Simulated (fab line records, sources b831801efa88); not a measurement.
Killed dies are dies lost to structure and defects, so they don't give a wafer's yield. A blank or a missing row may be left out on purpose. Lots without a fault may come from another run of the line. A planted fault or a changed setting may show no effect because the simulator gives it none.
A struck lot beside a sound one | flow sky130 | 17 steps out of a route of 708
Sound: wafers L217.2, L217.4, L217.5. Struck: wafers L230.1, L230.5, L230.6. The cause comes at the end.
At each step with rows: each side's tool, then ch and its chambers, then its first start. Under that, the readings that differ: sound wafers | struck wafers | difference of the means | sigmas: that difference in standard deviations of wafers without a fault.
alike: readings whose means differ by less than 2 such deviations, and words and numbers that are the same on both sides. not compared: withheld readings, readings that some wafer has no value for, bounds like >300 that may hide the same value, and numbers for which the record gives no deviation and whose values overlap.
The two part at a step that has a row with sigmas, a row that says differs or no value, or rows on one side only. Numbers that don't overlap but have no deviation are shown without sigmas and don't part them. A reading that every wafer of one side lacks parts them only if that side has two wafers or more.

SKY_VT_ADJUST_HVTR_OVL_MEAS_08:
  sound on overlay-01, day 12 02:34; struck on overlay-01, day 16 05:52
  alike: VT_ADJUST_HVTR_OVL
then, 1 step without rows for these wafers: SKY_VT_ADJUST_HVTR_IMPLANT_09.
SKY_VT_ADJUST_HVTR_STRIP_10: strips in O2/N2.
  sound on plasma_asher-02 ch 0,1, day 12 02:45; struck on plasma_asher-04 ch 0,1, day 16 06:03
  alike: drypump_motor_current_A, oes_product_au, strip_time_to_endpoint_s
  not compared: rf_hours_counter_h
SKY_VT_ADJUST_HVTR_TW_MEAS_11:
  sound on film_metro-02, day 12 02:52; struck on film_metro-01, day 16 06:09
  alike: VT_ADJUST_HVTR_TW
then, 7 steps without rows for these wafers: SKY_VT_ADJUST_PCH_DEHYDRATE_00 (time 60 s); SKY_VT_ADJUST_PCH_HMDS_01 (prime time 60 s); SKY_VT_ADJUST_PCH_COAT_02 (resist thk 3000 nm); SKY_VT_ADJUST_PCH_SOFTBAKE_03; SKY_VT_ADJUST_PCH_EXPOSE_04 (exposes mask NWM, target cd 840 nm); SKY_VT_ADJUST_PCH_PEB_05; SKY_VT_ADJUST_PCH_DEVELOP_06 (develop time 60 s).
SKY_VT_ADJUST_PCH_OVL_MEAS_07:
  sound on overlay-02, day 12 23:24; struck on overlay-02, day 17 10:24
  reading                | sound          | struck       | difference | sigmas
  VT_ADJUST_PCH_OVL (nm) | -3.6 -1.9 -2.8 | -0.9 0.5 0.2 | +2.7       | +2
SKY_VT_ADJUST_PCH_IMPLANT_08:
  sound on implanter-01 ch 0, day 12 23:27; struck on implanter-04 ch 0, day 17 10:45
SKY_VT_ADJUST_PCH_STRIP_09: strips in O2/N2.
  sound on plasma_asher-03 ch 0,1, day 12 23:35; struck on plasma_asher-02 ch 0,1, day 17 10:54
  alike: drypump_motor_current_A, oes_product_au, strip_time_to_endpoint_s
  not compared: rf_hours_counter_h
SKY_VT_ADJUST_PCH_TW_MEAS_10:
  sound on film_metro-04, day 12 23:41; struck on film_metro-04, day 17 11:00
  reading          | sound             | struck            | difference | sigmas
  VT_ADJUST_PCH_TW | 141.9 143.0 143.0 | 173.2 173.5 173.2 | +30.7      | +20
then, 1 step without rows for these wafers: SKY_SONOS_TUNNEL_DEHYDRATE_00 (time 60 s).
-- the record jumps here: 33 days lie between the struck wafers' starts before and after (it left off in module SONOS_TUNNEL and takes up again in module PAD_OPEN, whose first step shown is number 708 of the route) --
SKY_PAD_OPEN_PROBE_99:
  sound on prober-01, day 48 06:09; struck on prober-02, day 50 21:29
  reading                                | sound                        | struck                        | difference | sigmas
  model.etest.nfet_16v.r_on_ohm_um       | 1.364e+04 1.36e+04 1.363e+04 | 1.469e+04 1.472e+04 1.461e+04 | +1.050e+03 |
  model.etest.pfet_g5v0d10v5.r_on_ohm_um | 4678 4721 4627               | 4515 4505 4600                | -135       |
  model.etest.pfet_g5v0d10v5.drive_ua_um | 345.8 342.9 352.7            | 366.1 364.5 363.2             | +17.5      |
  model.etest.pfet_01v8_lvt.drive_ua_um  | 176.9 177 179.3              | 189.7 190.9 187.4             | +11.6      |
  alike: killed_at_M0_to_M3, killed_at_M4_up, killed_at_contacts, killed_at_front_end, killed_at_other, killed_dies, killed_open, killed_short
  not compared: model.etest.tip_p.rs_ohm_sq, model.etest.tip_p_5v.rs_ohm_sq, model.etest.pfet_01v8.drive_ua_um, model.etest.pfet_01v8_mvt.drive_ua_um

WHERE THEY PART
First at SKY_VT_ADJUST_PCH_OVL_MEAS_07; last, within this record, at SKY_VT_ADJUST_PCH_TW_MEAS_10. Later steps at which nothing parts them and some readings are alike: SKY_PAD_OPEN_PROBE_99.

WHY: what the simulator had put in
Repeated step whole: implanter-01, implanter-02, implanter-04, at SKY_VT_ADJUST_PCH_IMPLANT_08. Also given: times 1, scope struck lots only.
